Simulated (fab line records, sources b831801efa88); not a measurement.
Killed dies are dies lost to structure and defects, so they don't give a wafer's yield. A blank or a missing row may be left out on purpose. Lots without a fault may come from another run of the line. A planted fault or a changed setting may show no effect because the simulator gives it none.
A struck lot beside a sound one | flow sky130 | 19 steps out of a route of 708
Sound: wafers L291.1, L291.2, L291.5. Struck: wafers L306.3, L306.5, L306.6. The cause comes at the end.
At each step with rows: each side's tool, then ch and its chambers, then its first start. Under that, the readings that differ: sound wafers | struck wafers | difference of the means | sigmas: that difference in standard deviations of wafers without a fault.
alike: readings whose means differ by less than 2 such deviations, and words and numbers that are the same on both sides. not compared: withheld readings, readings that some wafer has no value for, bounds like >300 that may hide the same value, and numbers for which the record gives no deviation and whose values overlap.
The two part at a step that has a row with sigmas, a row that says differs or no value, or rows on one side only. Numbers that don't overlap but have no deviation are shown without sigmas and don't part them. A reading that every wafer of one side lacks parts them only if that side has two wafers or more.

first, 3 steps without rows for these wafers: SKY_SD_P_EXPOSE_04 (exposes mask PSDM, target cd 380 nm); SKY_SD_P_PEB_05; SKY_SD_P_DEVELOP_06 (develop time 60 s).
SKY_SD_P_CD_MEAS_07: target cd 380 nm.
  sound on cd_sem-02, day 25 17:47; struck on cd_sem-02, day 30 13:11
  alike: cd_nm
SKY_SD_P_OVL_MEAS_08:
  sound on overlay-02, day 25 17:54; struck on overlay-01, day 30 13:16
  alike: SD_P_OVL
then, 1 step without rows for these wafers: SKY_SD_P_IMPLANT_09.
SKY_SD_P_STRIP_10: strips in O2/N2.
  sound on plasma_asher-01 ch 0,1, day 25 18:05; struck on plasma_asher-01 ch 0,1, day 30 13:28
  alike: drypump_motor_current_A, oes_product_au, strip_time_to_endpoint_s
  not compared: rf_hours_counter_h
SKY_SD_P_TW_MEAS_11:
  sound on film_metro-04, day 25 18:11; struck on film_metro-04, day 30 13:34
  alike: SD_P_TW
then, 4 steps without rows for these wafers: SKY_RES_XHIGH_DEHYDRATE_00 (time 60 s); SKY_RES_XHIGH_HMDS_01 (prime time 60 s); SKY_RES_XHIGH_COAT_02 (resist thk 1140 nm); SKY_RES_XHIGH_SOFTBAKE_03 (time 60 s).
SKY_RES_XHIGH_EXPOSE_04: exposes mask URPM, target cd 1270 nm.
  sound on iline_stepper-02 ch 0, day 26 08:53; struck on iline_stepper-01, day 31 02:50
  no value came back on the struck wafers for exposure_dose_mJ_cm2, focus_offset_nm (nm), stage_vel_mm_s (mm/s); on the sound wafers exposure_dose_mJ_cm2 reads 139.99 140.04 140.12
  alike: mask
then, 3 steps without rows for these wafers: SKY_RES_XHIGH_PEB_05; SKY_RES_XHIGH_DEVELOP_06 (develop time 60 s); SKY_RES_XHIGH_IMPLANT_07.
SKY_RES_XHIGH_STRIP_08: strips in O2/N2.
  sound on plasma_asher-03 ch 0,1, day 26 23:23; struck on plasma_asher-02 ch 0,1, day 31 16:46
  alike: drypump_motor_current_A, oes_product_au, strip_time_to_endpoint_s
  not compared: rf_hours_counter_h
SKY_RES_XHIGH_TW_MEAS_09:
  sound on film_metro-02, day 26 23:29; struck on film_metro-02, day 31 16:52
  reading      | sound          | struck   | difference | sigmas
  RES_XHIGH_TW | 1626 1620 1616 | 30 30 29 | -1591      | -99 or more
then, 1 step without rows for these wafers: SKY_SD_N_DEHYDRATE_00 (time 60 s).

WHERE THEY PART
First at SKY_RES_XHIGH_EXPOSE_04; last, within this record, at SKY_RES_XHIGH_TW_MEAS_09.

WHY: what the simulator had put in
Skipped step whole: iline_stepper-01, from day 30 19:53 on, at SKY_RES_XHIGH_EXPOSE_04. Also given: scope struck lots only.
